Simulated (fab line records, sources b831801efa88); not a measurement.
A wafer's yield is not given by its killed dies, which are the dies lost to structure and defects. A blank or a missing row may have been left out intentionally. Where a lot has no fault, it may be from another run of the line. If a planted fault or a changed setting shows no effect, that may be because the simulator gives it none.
Which tool is to blame? -- flow gf180mcu -- Sampling: 13 lots, 39 wafers, 5 of 602 route steps

== WHAT EACH GAUGE READ, for each wafer ==
GF_LVPWELL_TW_MEAS_11.
lot,measured,on,LVPWELL_TW
L252,day 3 21:00,film_metro-04,546 548 545
L253,day 4 03:19,film_metro-03,559 560 560
L254,day 4 07:43,film_metro-03,559 560 560
L255,day 4 13:25,film_metro-04,29 29 29
L264,day 6 16:49,film_metro-04,552 552 547
L265,day 6 23:55,film_metro-03,554 556 554
L268,day 7 15:32,film_metro-03,550 553 554
L269,day 7 19:56,film_metro-02,562 560 561
L270,day 8 02:09,film_metro-03,555 557 555
L271,day 8 09:22,film_metro-03,559 558 559
L273,day 8 18:38,film_metro-04,550 549 550
L274,day 9 02:23,film_metro-04,554 551 551
L275,day 9 06:51,film_metro-04,552 554 553

GF_VT_IMPLANT_OVL_MEAS_18.
lot,measured,on,VT_IMPLANT_01_OVL (nm)
L252,day 6 05:05,overlay-02,0.1 0.0 2.2
L253,day 6 11:05,overlay-02,-0.5 -1.1 0.1
L254,day 6 16:39,overlay-02,-2.4 -2.0 -2.8
L255,day 7 01:29,overlay-01,3.4 0.6 2.9
L264,day 9 10:11,overlay-02,0.9 1.1 1.5
L265,day 9 16:45,overlay-02,-2.0 1.4 0.0
L268,day 10 10:08,overlay-02,-2.2 -2.3 -1.8
L269,day 10 15:29,overlay-01,-0.3 -0.1 -0.2
L270,day 10 22:16,overlay-02,2.6 1.6 2.7
L271,day 11 05:56,overlay-02,-0.6 -0.4 0.5
L273,day 11 17:04,overlay-01,0.7 1.6 0.4
L274,day 12 01:29,overlay-02,1.8 0.7 1.3
L275,day 12 06:12,overlay-02,1.7 0.1 -0.2

GF_POLY_GATE_CD_MEAS_10 targets a cd of 280 nm.
lot,measured,on,cd_nm (nm)
L252,day 9 04:20,cd_sem-01,280.0 279.7 279.6
L253,day 9 10:11,cd_sem-01,280.4 280.4 280.4
L254,day 9 17:31,cd_sem-01,279.9 278.9 279.2
L255,day 10 07:52,cd_sem-02,279.5 280.8 280.3
L264,day 12 16:17,cd_sem-01,279.5 278.8 279.3
L265,day 13 03:48,cd_sem-01,280.6 280.7 280.9
L268,day 13 20:01,cd_sem-02,280.6 281.3 279.9
L269,day 14 05:03,cd_sem-01,279.0 279.2 279.5
L270,day 14 10:34,cd_sem-01,279.3 280.6 279.7
L271,day 14 21:38,cd_sem-01,279.2 278.3 279.4
L273,day 15 08:23,cd_sem-01,277.7 278.0 279.3
L274,day 15 16:03,cd_sem-02,279.3 279.7 278.7
L275,day 16 01:46,cd_sem-01,278.2 279.0 278.7

== TOOL THAT RAN EACH LOT (tool first, then ch and the chambers of the sampled wafers, then the start) ==
lot,GF_NWELL_STRIP_10,GF_LVPWELL_STRIP_10
L252,"plasma_asher-01 ch 0,1, day 3 07:29","plasma_asher-03 ch 0,1, day 3 20:55"
L253,"plasma_asher-04 ch 0,1, day 3 13:22","plasma_asher-01 ch 0, day 4 03:13"
L254,"plasma_asher-04 ch 0,1, day 3 17:44","plasma_asher-03 ch 0,1, day 4 07:38"
L255,"plasma_asher-04 ch 0,1, day 3 23:17","plasma_asher-01 ch 0,1, day 4 13:19"
L264,"plasma_asher-02 ch 0,1, day 6 01:07","plasma_asher-03 ch 0,1, day 6 16:43"
L265,"plasma_asher-01 ch 0,1, day 6 08:22","plasma_asher-04 ch 0,1, day 6 23:50"
L268,"plasma_asher-02 ch 1, day 6 23:34","plasma_asher-01 ch 0,1, day 7 15:26"
L269,"plasma_asher-02 ch 0,1, day 7 03:58","plasma_asher-03 ch 0,1, day 7 19:50"
L270,"plasma_asher-01 ch 0,1, day 7 09:21","plasma_asher-01 ch 0,1, day 8 02:03"
L271,"plasma_asher-04 ch 0,1, day 7 16:44","plasma_asher-01 ch 0,1, day 8 09:17"
L273,"plasma_asher-01 ch 0,1, day 8 01:42","plasma_asher-04 ch 0,1, day 8 18:32"
L274,"plasma_asher-04 ch 0,1, day 8 09:41","plasma_asher-01 ch 0,1, day 9 02:17"
L275,"plasma_asher-04 ch 0,1, day 8 13:52","plasma_asher-04 ch 0,1, day 9 06:46"
- GF_NWELL_STRIP_10: strips in O2/N2.
- GF_LVPWELL_STRIP_10: strips in O2/N2.

== WHAT THE TOOLS THEMSELVES READ (means of the sampled wafers that have a number; where no wafer has one, the mark that the record gives instead) ==
GF_NWELL_STRIP_10.
lot,tool,drypump_motor_current_A (A),heater_power_w (W),oes_product_au (a.u.),strip_time_to_endpoint_s (s)
L252,plasma_asher-01,5.4,338,0.721,36.79
L253,plasma_asher-04,5.3,291,0.723,37.10
L254,plasma_asher-04,5.3,289,0.721,36.96
L255,plasma_asher-04,5.4,291,0.957,-
L264,plasma_asher-02,6.1,373,0.722,36.92
L265,plasma_asher-01,5.5,341,0.725,36.96
L268,plasma_asher-02,5.6,322,0.724,36.86
L269,plasma_asher-02,6.1,370,0.725,36.96
L270,plasma_asher-01,5.4,335,0.727,36.97
L271,plasma_asher-04,5.3,282,0.725,36.85
L273,plasma_asher-01,5.5,347,0.717,36.93
L274,plasma_asher-04,5.4,288,0.723,36.96
L275,plasma_asher-04,5.3,289,0.725,36.80

GF_LVPWELL_STRIP_10.
lot,tool,drypump_motor_current_A (A),heater_power_w (W),oes_product_au (a.u.),strip_time_to_endpoint_s (s)
L252,plasma_asher-03,5.8,339,0.723,36.87
L253,plasma_asher-01,5.5,353,0.723,36.90
L254,plasma_asher-03,5.8,340,0.723,37.08
L255,plasma_asher-01,5.5,345,0.732,51.77
L264,plasma_asher-03,5.8,336,0.719,37.21
L265,plasma_asher-04,5.3,287,0.722,36.99
L268,plasma_asher-01,5.5,342,0.720,37.05
L269,plasma_asher-03,6.1,366,0.723,37.06
L270,plasma_asher-01,5.5,341,0.718,37.01
L271,plasma_asher-01,5.5,344,0.719,36.93
L273,plasma_asher-04,5.3,289,0.724,36.82
L274,plasma_asher-01,5.4,338,0.720,36.93
L275,plasma_asher-04,5.4,284,0.716,36.97

== THE ANSWER, worked out from the rows above alone ==
Rule: usual is defined by the lots themselves. The widest of any qualifying gaps counts: lots, ordered by their means at a reading, are off when they make up no more than a third of the lots, leave a main group of 4 or more, and stand apart from it by 3 or more times the standard deviation of that group's means. A main group is skipped when, at the precision printed for the reading in the tables above, its means are all equal. A lot without any number at a reading at which 4 lots or more have one is off too. Where the step has rows for the other lots, those lots are counted as sound. The gauges are gone through in route order, then the tools' own readings, and for those a lot's mean is taken as printed above. The first step at which some lot is off is used, and at that step the reading that is off furthest; a lot without a number counts as furthest.
Off: L255, seen at GF_LVPWELL_TW_MEAS_11 (LVPWELL_TW). The main group has a mean of 554 with a standard deviation of 4.4.
If a tool, at a process step before that reading, ran all the lots that are off and no sound lot after the first of them, it fits. The gauges at GF_LVPWELL_TW_MEAS_11 aren't tried: what is off there is off at GF_NWELL_STRIP_10 too, on other tools, and a gauge's error can't cause that. Not one of the candidates tried fits.

== WHAT THE SIMULATOR HAD PUT IN ==
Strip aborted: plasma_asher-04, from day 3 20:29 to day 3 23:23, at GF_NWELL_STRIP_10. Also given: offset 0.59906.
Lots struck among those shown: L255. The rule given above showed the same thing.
